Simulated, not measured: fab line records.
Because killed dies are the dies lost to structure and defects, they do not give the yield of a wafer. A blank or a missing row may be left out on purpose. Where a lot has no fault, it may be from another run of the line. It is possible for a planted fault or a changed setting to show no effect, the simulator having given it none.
Chamber matching | flow sky130 | cmp-02 running SKY_VIA1_CMP_24: 4 sister chambers
The step polishes, stops on SiO2, t overpolish 15 s, target thk 0 nm. 8 wafers are shown with their chamber, then 7 later ones without.

## WAFERS WITH THEIR CHAMBER
wafer  | chamber | edgeZonePressureFrac | motorCurrentA (A)
L486.6 | 1       | 0.994                | 9.5
L488.1 | 0       | 1.006                | 10.4
L488.3 | 1       | 0.995                | 10.0
L489.1 | 0       | 1.009                | 10.2
L491.1 | 2       | 1.010                | 10.9
L491.6 | 3       | 0.997                | 9.7
L492.1 | 3       | 0.998                | 10.1
L492.4 | 2       | 0.991                | 10.9

## WAFERS WITHOUT THEIR CHAMBER
wafer  | edgeZonePressureFrac | motorCurrentA (A)
L492.5 | 0.999                | 11.0
L502.2 | 1.005                | 10.5
L502.4 | 1.000                | 10.7
L502.5 | 1.005                | 10.9
L503.1 | 1.003                | 10.0
L503.5 | 0.998                | 10.0
L503.6 | 0.998                | 10.1

## WHICH CHAMBER EACH ONE RAN IN
wafer  | from the rows above          | in truth
L492.5 | 2                            | 2
L502.2 | can't be placed: 0 or 2 or 3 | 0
L502.4 | can't be placed: 2 or 0      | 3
L502.5 | can't be placed: 2 or 0      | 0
L503.1 | can't be placed: 3 or 0 or 1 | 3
L503.5 | can't be placed: 3 or 1 or 0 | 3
L503.6 | can't be placed: 3 or 1 or 0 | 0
1 of 7 placed correctly. Can't be placed from these rows: 6 (the true chamber is among the candidates in 5). Wrongly placed: 0.
How it was worked out, from the rows above alone: a wafer's distance from a chamber is the root of the sum, over the readings, of the square of ((its reading less the chamber's mean) divided by the reading's scatter). The wafer belongs to the nearest chamber; if the next one is less than 2 further off, it can't be placed. The mean given for a chamber averages the wafers shown for that chamber. The scatter is the square root of a quotient: the sum, over the shown wafers, of each reading's squared deviation from its chamber's mean, divided by wafers minus chambers.
